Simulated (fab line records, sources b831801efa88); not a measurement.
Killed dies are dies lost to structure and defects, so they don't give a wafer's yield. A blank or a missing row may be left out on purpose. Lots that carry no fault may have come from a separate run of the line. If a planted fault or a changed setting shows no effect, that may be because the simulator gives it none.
The tool behind it: which one? / flow sky130 / 14 lots with 42 wafers sampled at 4 steps, on a route of 708 steps

## WHAT THE GAUGES READ, wafer by wafer
SKY_POLY_GATE_CD_MEAS_22. Usual: 150.0 nm for cd_nm, sd 2.2.
lot=L578; measured=day 16 18:25; on=cd_sem-01; cd_nm (nm)=149.4 146.5 146.4; flag=
lot=L580; measured=day 17 10:17; on=cd_sem-02; cd_nm (nm)=149.9 150.3 149.4; flag=
lot=L581; measured=day 17 15:50; on=cd_sem-02; cd_nm (nm)=151.3 147.7 149.8; flag=
lot=L582; measured=day 17 15:49; on=cd_sem-01; cd_nm (nm)=152.3 148.8 150.6; flag=
lot=L583; measured=day 18 15:02; on=cd_sem-01; cd_nm (nm)=145.2 147.3 147.5; flag=
lot=L585; measured=day 19 08:19; on=cd_sem-02; cd_nm (nm)=149.6 150.0 149.9; flag=
lot=L587; measured=day 20 00:23; on=cd_sem-02; cd_nm (nm)=152.6 152.6 151.0; flag=
lot=L588; measured=day 20 05:33; on=cd_sem-01; cd_nm (nm)=148.5 151.2 149.8; flag=
lot=L589; measured=day 20 19:49; on=cd_sem-02; cd_nm (nm)=154.3 149.2 150.5; flag=
lot=L590; measured=day 20 21:58; on=cd_sem-02; cd_nm (nm)=147.6 149.3 150.6; flag=
lot=L591; measured=day 21 08:52; on=cd_sem-02; cd_nm (nm)=148.5 152.8 153.9; flag=
lot=L592; measured=day 21 19:17; on=cd_sem-02; cd_nm (nm)=148.8 150.6 151.1; flag=
lot=L599; measured=day 24 03:03; on=cd_sem-02; cd_nm (nm)=153.2 147.7 153.0; flag=
lot=L600; measured=day 24 07:41; on=cd_sem-01; cd_nm (nm)=147.2 150.2 146.7; flag=

SKY_LDD_P_OVL_MEAS_08. Usual: LDD_P_OVL -0.9 nm, standard deviation 1.5.
lot=L578; measured=day 19 07:20; on=overlay-01; LDD_P_OVL (nm)=-0.6 -0.3 0.1; flag=
lot=L580; measured=day 19 23:44; on=overlay-01; LDD_P_OVL (nm)=-1.0 -2.1 -2.3; flag=
lot=L581; measured=day 20 06:55; on=overlay-02; LDD_P_OVL (nm)=-1.9 -0.5 -1.0; flag=
lot=L582; measured=day 20 06:24; on=overlay-02; LDD_P_OVL (nm)=-1.9 -2.9 -1.4; flag=
lot=L583; measured=day 21 05:28; on=overlay-02; LDD_P_OVL (nm)=-1.1 0.6 0.7; flag=
lot=L585; measured=day 21 23:44; on=overlay-02; LDD_P_OVL (nm)=0.3 -2.7 -2.9; flag=
lot=L587; measured=day 22 15:29; on=overlay-01; LDD_P_OVL (nm)=-1.4 -0.4 0.1; flag=
lot=L588; measured=day 22 19:47; on=overlay-02; LDD_P_OVL (nm)=0.3 -0.9 -1.1; flag=
lot=L589; measured=day 23 09:38; on=overlay-02; LDD_P_OVL (nm)=-0.9 -1.8 -3.3; flag=
lot=L590; measured=day 23 11:58; on=overlay-02; LDD_P_OVL (nm)=-3.1 -3.7 -5.0; flag=
lot=L591; measured=day 23 23:00; on=overlay-02; LDD_P_OVL (nm)=-2.0 -2.4 -1.4; flag=
lot=L592; measured=day 24 09:03; on=overlay-01; LDD_P_OVL (nm)=-0.7 -0.3 -0.5; flag=
lot=L599; measured=day 26 15:38; on=overlay-01; LDD_P_OVL (nm)=-1.5 -0.8 0.4; flag=
lot=L600; measured=day 26 19:04; on=overlay-01; LDD_P_OVL (nm)=-0.2 -1.1 0.6; flag=

## WHAT TOOL EACH LOT RAN ON (gives the tool, then ch and the chambers of the sampled wafers, and finally the start)
lot=L578; SKY_SONOS_ONO_ETCH_15=rie_diel-02 ch 1,2,3, day 12 18:40; SKY_LDD_N_IMPLANT_14=implanter-01 ch 0, day 18 00:11
lot=L580; SKY_SONOS_ONO_ETCH_15=rie_diel-02 ch 0,1,3, day 13 11:37; SKY_LDD_N_IMPLANT_14=implanter-01 ch 0, day 18 16:50
lot=L581; SKY_SONOS_ONO_ETCH_15=rie_diel-03 ch 1,2,3, day 13 18:35; SKY_LDD_N_IMPLANT_14=implanter-03 ch 0, day 18 23:14
lot=L582; SKY_SONOS_ONO_ETCH_15=rie_diel-01 ch 2,3, day 13 18:46; SKY_LDD_N_IMPLANT_14=implanter-01 ch 0, day 18 22:58
lot=L583; SKY_SONOS_ONO_ETCH_15=rie_diel-03 ch 0,2,3, day 14 16:06; SKY_LDD_N_IMPLANT_14=implanter-01 ch 0, day 19 22:54
lot=L585; SKY_SONOS_ONO_ETCH_15=rie_diel-03 ch 1,2, day 15 06:31; SKY_LDD_N_IMPLANT_14=implanter-04 ch 0, day 20 16:17
lot=L587; SKY_SONOS_ONO_ETCH_15=rie_diel-02 ch 2,3, day 15 19:55; SKY_LDD_N_IMPLANT_14=implanter-01 ch 0, day 21 08:09
lot=L588; SKY_SONOS_ONO_ETCH_15=rie_diel-02 ch 0,3, day 16 00:42; SKY_LDD_N_IMPLANT_14=implanter-01 ch 0, day 21 13:38
lot=L589; SKY_SONOS_ONO_ETCH_15=rie_diel-02 ch 0,1,2, day 16 16:55; SKY_LDD_N_IMPLANT_14=implanter-03 ch 0, day 22 03:23
lot=L590; SKY_SONOS_ONO_ETCH_15=rie_diel-01 ch 1,2,3, day 16 18:03; SKY_LDD_N_IMPLANT_14=implanter-03 ch 0, day 22 04:53
lot=L591; SKY_SONOS_ONO_ETCH_15=rie_diel-02 ch 0,1,2, day 17 00:51; SKY_LDD_N_IMPLANT_14=implanter-01 ch 0, day 22 16:49
lot=L592; SKY_SONOS_ONO_ETCH_15=rie_diel-03 ch 1,2, day 17 12:06; SKY_LDD_N_IMPLANT_14=implanter-01 ch 0, day 23 02:36
lot=L599; SKY_SONOS_ONO_ETCH_15=rie_diel-03 ch 0,2, day 19 21:31; SKY_LDD_N_IMPLANT_14=implanter-04 ch 0, day 25 10:05
lot=L600; SKY_SONOS_ONO_ETCH_15=rie_diel-01 ch 1,2,3, day 20 01:24; SKY_LDD_N_IMPLANT_14=implanter-03 ch 0, day 25 13:44
- SKY_SONOS_ONO_ETCH_15: etches the open film in CHF3/O2, target depth 19.52 nm, time 7.8 s.
- SKY_LDD_N_IMPLANT_14

## WHAT THE TOOLS THEMSELVES READ (means of the sampled wafers that have a number; where no wafer has one, the mark that the record gives instead)
SKY_SONOS_ONO_ETCH_15. Usual: drypump_motor_current_A 5.7 A, standard deviation 0.53; oes_product_au 1.003 a.u., standard deviation 0.0097; throttle_valve_pct 8.827 %, standard deviation 0.0094.
lot=L578; tool=rie_diel-02; drypump_motor_current_A (A)=5.4; oes_product_au (a.u.)=1.005; throttle_valve_pct (%)=8.825; flag=
lot=L580; tool=rie_diel-02; drypump_motor_current_A (A)=5.6; oes_product_au (a.u.)=1.012; throttle_valve_pct (%)=8.826; flag=
lot=L581; tool=rie_diel-03; drypump_motor_current_A (A)=5.7; oes_product_au (a.u.)=1.000; throttle_valve_pct (%)=8.825; flag=
lot=L582; tool=rie_diel-01; drypump_motor_current_A (A)=6.6; oes_product_au (a.u.)=1.009; throttle_valve_pct (%)=8.832; flag=
lot=L583; tool=rie_diel-03; drypump_motor_current_A (A)=5.5; oes_product_au (a.u.)=0.989; throttle_valve_pct (%)=8.816; flag=
lot=L585; tool=rie_diel-03; drypump_motor_current_A (A)=6.0; oes_product_au (a.u.)=1.006; throttle_valve_pct (%)=8.823; flag=
lot=L587; tool=rie_diel-02; drypump_motor_current_A (A)=5.6; oes_product_au (a.u.)=0.985; throttle_valve_pct (%)=8.825; flag=
lot=L588; tool=rie_diel-02; drypump_motor_current_A (A)=6.1; oes_product_au (a.u.)=1.011; throttle_valve_pct (%)=8.829; flag=
lot=L589; tool=rie_diel-02; drypump_motor_current_A (A)=5.7; oes_product_au (a.u.)=1.009; throttle_valve_pct (%)=8.823; flag=
lot=L590; tool=rie_diel-01; drypump_motor_current_A (A)=6.1; oes_product_au (a.u.)=1.002; throttle_valve_pct (%)=8.820; flag=
lot=L591; tool=rie_diel-02; drypump_motor_current_A (A)=5.7; oes_product_au (a.u.)=1.010; throttle_valve_pct (%)=8.825; flag=
lot=L592; tool=rie_diel-03; drypump_motor_current_A (A)=5.8; oes_product_au (a.u.)=1.004; throttle_valve_pct (%)=8.828; flag=
lot=L599; tool=rie_diel-03; drypump_motor_current_A (A)=5.7; oes_product_au (a.u.)=0.998; throttle_valve_pct (%)=8.826; flag=
lot=L600; tool=rie_diel-01; drypump_motor_current_A (A)=6.1; oes_product_au (a.u.)=1.001; throttle_valve_pct (%)=8.825; flag=

SKY_LDD_N_IMPLANT_14. Usual: dose_ions_cm2 5e+12, standard deviation 6.1e+09; faraday_current_uA 28.2, standard deviation 0.57; tilt_deg 30.000 degrees, standard deviation 0.021.
lot=L578; tool=implanter-01; dose_ions_cm2=5e+12; faraday_current_uA=28.5; tilt_deg (degrees)=30.011; flag=
lot=L580; tool=implanter-01; dose_ions_cm2=5e+12; faraday_current_uA=28.6; tilt_deg (degrees)=30.002; flag=
lot=L581; tool=implanter-03; dose_ions_cm2=5e+12; faraday_current_uA=28.0; tilt_deg (degrees)=30.001; flag=
lot=L582; tool=implanter-01; dose_ions_cm2=5e+12; faraday_current_uA=27.8; tilt_deg (degrees)=30.022; flag=
lot=L583; tool=implanter-01; dose_ions_cm2=5e+12; faraday_current_uA=28.6; tilt_deg (degrees)=29.991; flag=
lot=L585; tool=implanter-04; dose_ions_cm2=5e+12; faraday_current_uA=28.3; tilt_deg (degrees)=29.984; flag=
lot=L587; tool=implanter-01; dose_ions_cm2=5e+12; faraday_current_uA=28.5; tilt_deg (degrees)=29.988; flag=
lot=L588; tool=implanter-01; dose_ions_cm2=5e+12; faraday_current_uA=28.6; tilt_deg (degrees)=29.989; flag=
lot=L589; tool=implanter-03; dose_ions_cm2=5e+12; faraday_current_uA=27.9; tilt_deg (degrees)=29.999; flag=
lot=L590; tool=implanter-03; dose_ions_cm2=5e+12; faraday_current_uA=28.1; tilt_deg (degrees)=30.017; flag=
lot=L591; tool=implanter-01; dose_ions_cm2=4e+12; faraday_current_uA=20.8; tilt_deg (degrees)=29.996; flag=OFF
lot=L592; tool=implanter-01; dose_ions_cm2=4e+12; faraday_current_uA=21.1; tilt_deg (degrees)=30.019; flag=OFF
lot=L599; tool=implanter-04; dose_ions_cm2=5e+12; faraday_current_uA=28.3; tilt_deg (degrees)=30.011; flag=
lot=L600; tool=implanter-03; dose_ions_cm2=5e+12; faraday_current_uA=28.4; tilt_deg (degrees)=29.993; flag=

## THE ANSWER, worked out from the rows above alone
Rule: lot off if the mean of its wafers having a number is beyond 3 standard deviations from the usual mean. A lot without any number at a reading at which 4 lots or more have one is off too. Where the step has rows for the other lots, those lots are counted as sound. The gauges are gone through in route order, then the tools' own readings, and for those a lot's mean is taken as printed above. The first step at which some lot is off is used, and at that step the reading that is off furthest; a lot without a number counts as furthest.
Off, at SKY_LDD_N_IMPLANT_14 on dose_ions_cm2: L591, L592.
If a tool, at that step or one of the process steps before it, ran each lot that is off and ran no sound lot following the first of them, it fits. One fits: SKY_LDD_N_IMPLANT_14 on implanter-01. A fault onset in the window from L588 (day 21 13:38, its last sound lot) to L591 (day 22 16:49, its first lot off) fits.
The tool's own readings at SKY_LDD_N_IMPLANT_14 bear it out: on the lots that are off they differ by more than 5 times the standard deviation of the sound lots' means. dose_ions_cm2 reads 4e+12 there against 5e+12 on the sound lots; faraday_current_uA reads 21.0 there against 28.3 on the sound lots.

## WHAT THE SIMULATOR PUT IN
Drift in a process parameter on implanter-01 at SKY_LDD_N_IMPLANT_14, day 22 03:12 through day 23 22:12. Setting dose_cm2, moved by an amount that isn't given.
Shown lots that were struck: L591, L592. The rule above reached the same finding.
